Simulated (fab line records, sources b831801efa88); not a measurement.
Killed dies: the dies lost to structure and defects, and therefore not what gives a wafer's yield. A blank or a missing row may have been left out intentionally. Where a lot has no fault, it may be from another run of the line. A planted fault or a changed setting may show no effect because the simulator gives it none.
Which tool was responsible? | flow gf180mcu | 6 lots, 18 wafers sampled, at 2 steps of a route of 602

## WHAT EACH GAUGE READ, for each wafer
GF_HV_LDD_THK_MEAS_57.
lot  | measured     | on            | HV_LDD_CVD_56_THK (nm)
L238 | day 13 07:53 | film metro-04 | 89.6 89.8 90.1
L241 | day 14 13:30 | film metro-04 | 89.0 89.4 88.7
L243 | day 15 10:02 | film metro-01 | 90.4 90.6 91.2
L249 | day 17 21:20 | film metro-01 | 85.5 82.0 80.0
L254 | day 19 06:47 | film metro-01 | 91.0 90.9 90.4
L257 | day 20 05:04 | film metro-02 | 91.3 91.4 91.9

## EACH LOT AND THE TOOL THAT RAN IT (in order: tool; ch and the chambers of the sampled wafers; start)
lot  | GF_HV_LDD_CVD_56
L238 | lpcvd-02 ch 1, day 13 06:26
L241 | lpcvd-01 ch 1, day 14 12:02
L243 | lpcvd-02 ch 0, day 15 08:37
L249 | lpcvd-01 ch 0, day 17 19:54
L254 | lpcvd-02 ch 1, day 19 05:21
L257 | lpcvd-02 ch 0, day 20 03:38
- GF_HV_LDD_CVD_56: deposits Si3N4 from DCS/NH3, target thk 90 nm, time 1543 s.

## THE ANSWER, worked out from the rows above alone
Rule: the usual values come from the lots themselves. The widest of any qualifying gaps counts: lots, ordered by their means at a reading, are off when they make up no more than a third of the lots, leave a main group of 4 or more, and stand apart from it by 3 or more times the standard deviation of that group's means. If all means in a main group match to the digits the tables above print for the reading, that group is not used. A lot without any number at a reading at which 4 lots or more have one is off too. The other lots that the step has rows for count as sound.
Off: L249, at GF_HV_LDD_THK_MEAS_57 (HV_LDD_CVD_56_THK). The main group has a mean of 90.4 nm with a standard deviation of 0.86.
A tool fits if, at a process step before that reading, it ran every lot that is off, and no sound lot after the first of them. Those tools and the gauges at GF_HV_LDD_THK_MEAS_57 are tried in the same way. One candidate fits, namely lpcvd-01 at GF_HV_LDD_CVD_56. A fault onset in the window from L241 (day 14 12:02, its last sound lot) to L249 (day 17 19:54, its first lot off) fits.

## WHAT THE SIMULATOR HAD PUT IN
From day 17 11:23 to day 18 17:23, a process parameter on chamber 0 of lpcvd-01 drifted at GF_HV_LDD_CVD_56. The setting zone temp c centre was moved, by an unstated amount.
Lots struck among those shown: L249. The same result came from the rule above.
